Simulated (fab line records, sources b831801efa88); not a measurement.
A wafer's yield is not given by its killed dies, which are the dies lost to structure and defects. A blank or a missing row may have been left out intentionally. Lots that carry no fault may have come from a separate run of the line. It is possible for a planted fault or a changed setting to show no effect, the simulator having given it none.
A lot that was struck, set against a sound lot | flow gf180mcu | 15 steps out of a route of 602
Sound: these wafers, L497.1, L497.5, L497.6. Struck: wafers L512.2, L512.4 (left out: L512.5, a lot-mate that was not struck); the cause follows at the end.
Per side, at each step with rows, come the tool, then ch with its chambers, and then its first start. Under that, the readings that differ: sound wafers | struck wafers | difference of the means | sigmas: that difference in standard deviations of wafers without a fault.
alike: readings with means less than 2 such deviations apart, plus words and numbers identical on both sides. not compared: withheld readings, readings lacking a value on some wafer, bounds such as >300 that could conceal the same value, and numbers that have no deviation in the record and whose values overlap.
A row with sigmas, a row that says differs or no value, or rows on one side alone: a step with any of these is where the two part. Numbers that don't overlap but have no deviation are shown without sigmas and don't part them. A reading that every wafer of one side lacks parts them only if that side has two wafers or more.

first, 7 steps without rows for these wafers: GF_VT_IMPLANT_DEHYDRATE_33 (time 60 s); GF_VT_IMPLANT_HMDS_34 (prime time 60 s); GF_VT_IMPLANT_COAT_35 (resist thk 1000 nm); GF_VT_IMPLANT_SOFTBAKE_36 (time 60 s); GF_VT_IMPLANT_EXPOSE_37 (exposes mask Nwell HV AREA, target cd 860 nm); GF_VT_IMPLANT_PEB_38; GF_VT_IMPLANT_DEVELOP_39 (develop time 60 s).
GF_VT_IMPLANT_OVL_MEAS_40:
  sound on overlay-01 at day 8 03:26; struck on overlay-02 at day 12 01:35
  alike: VT_IMPLANT_03_OVL
then, 1 step without rows for these wafers: GF_VT_IMPLANT_IMPLANT_41.
GF_VT_IMPLANT_STRIP_42: strips in O2/N2.
  sound on plasma-asher-03 ch 0,1, day 8 03:37; struck on plasma-asher-03 ch 0, day 12 01:46
  alike: drypump-motor-current-A, heater-power-w, oes-product-au, strip-time-to-endpoint-s
  not compared: rf-hours-counter-h
GF_VT_IMPLANT_TW_MEAS_43:
  sound on film-metro-03 at day 8 03:43; struck on film-metro-02 at day 12 01:52
  alike: VT_IMPLANT_4_TW
then, 1 step without rows for these wafers: GF_VT_IMPLANT_CLEAN_44 (cleans in SC1/SC2, time 150 s).
GF_VT_IMPLANT_RTA_45: time 30 s.
  sound on rtp-anneal-01 ch 0, day 8 03:49; struck on rtp-anneal-02 ch 0, day 12 01:59
  reading          | sound             | struck      | difference | sigmas
  run-length-s (s) | 58.84 58.61 58.65 | 53.04 52.81 | -5.78      | -36
  alike: lamp-power-pct, wafer_temp_C_max
GF_VT_IMPLANT_RS_MEAS_46: the measuring method here is four-point-probe.
  sound on film-metro-04 at day 8 03:55; struck on film-metro-03 at day 12 02:05
  alike: MVSD_RS
-- record jumps: 22 days separate the struck wafers' starts on either side; left off in module VT_IMPLANT, taken up again in module PASSIVATION, whose first shown step is the route's number 602 --
GF_PASSIVATION_PROBE_99:
  the record has rows for the struck wafers here (prober-02, day 34 08:22) and none for the sound ones

WHERE THEY PART
First at GF_VT_IMPLANT_RTA_45; last, within this record, at GF_PASSIVATION_PROBE_99.

WHY: the cause the simulator had injected
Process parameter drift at GF_VT_IMPLANT_RTA_45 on rtp-anneal-02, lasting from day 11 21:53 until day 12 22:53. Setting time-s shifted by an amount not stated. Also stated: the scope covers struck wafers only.
